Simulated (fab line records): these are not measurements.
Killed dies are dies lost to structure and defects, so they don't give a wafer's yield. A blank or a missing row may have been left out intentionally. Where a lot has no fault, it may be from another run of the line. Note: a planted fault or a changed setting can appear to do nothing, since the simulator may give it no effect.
Matching of chambers || flow sfqLine || 4 sister chambers for SFQ_TRILAYER_I1_CMP_CMP_046 on cmp-02
The step polishes SiO2. 4 wafers are shown with their chamber, then 10 later ones without.

WAFERS WITH THEIR CHAMBER
{"wafer": "L811.1", "chamber": 3, "motorCurrentA (A)": 9.7}
{"wafer": "L812.1", "chamber": 1, "motorCurrentA (A)": 13.5}
{"wafer": "L812.2", "chamber": 0, "motorCurrentA (A)": 9.3}
{"wafer": "L812.3", "chamber": 2, "motorCurrentA (A)": 9.9}

WAFERS MISSING THEIR CHAMBER
{"wafer": "L813.1", "motorCurrentA (A)": 10.3}
{"wafer": "L813.3", "motorCurrentA (A)": 9.6}
{"wafer": "L813.4", "motorCurrentA (A)": 8.6}
{"wafer": "L814.3", "motorCurrentA (A)": 9.6}
{"wafer": "L814.4", "motorCurrentA (A)": 10.0}
{"wafer": "L814.5", "motorCurrentA (A)": 10.1}
{"wafer": "L824.5", "motorCurrentA (A)": 9.2}
{"wafer": "L826.3", "motorCurrentA (A)": 13.5}
{"wafer": "L826.2", "motorCurrentA (A)": 10.8}
{"wafer": "L826.4", "motorCurrentA (A)": 8.9}

CHAMBER TAKEN BY EACH
{"wafer": "L813.1", "from the rows above": "can't be placed: 2 or 3 or 0", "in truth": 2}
{"wafer": "L813.3", "from the rows above": "can't be placed: 3 or 0 or 2", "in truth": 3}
{"wafer": "L813.4", "from the rows above": "can't be placed: 0 or 3 or 2", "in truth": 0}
{"wafer": "L814.3", "from the rows above": "can't be placed: 3 or 0 or 2", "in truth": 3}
{"wafer": "L814.4", "from the rows above": "can't be placed: 2 or 3 or 0", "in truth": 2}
{"wafer": "L814.5", "from the rows above": "can't be placed: 2 or 3 or 0", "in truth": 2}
{"wafer": "L824.5", "from the rows above": "can't be placed: 0 or 3 or 2", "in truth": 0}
{"wafer": "L826.3", "from the rows above": 1, "in truth": 1}
{"wafer": "L826.2", "from the rows above": "can't be placed: 2 or 3 or 0", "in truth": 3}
{"wafer": "L826.4", "from the rows above": "can't be placed: 0 or 3 or 2", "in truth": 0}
Placed correctly: 1 of 10. Not placeable from these rows: 9 (in 9, the candidates include the true chamber). 0 placed wrongly.
How it was worked out, from the rows above alone: a wafer's distance from a chamber is the root of the sum, over the readings, of the square of ((its reading less the chamber's mean) divided by the reading's scatter). The wafer belongs to the nearest chamber; if the next one is less than 2 further off, it can't be placed. Each chamber's mean is taken over the wafers shown for it. The scatter: root of mean squared gap, hidden wafer to nearest shown wafer, with one shown wafer a chamber.
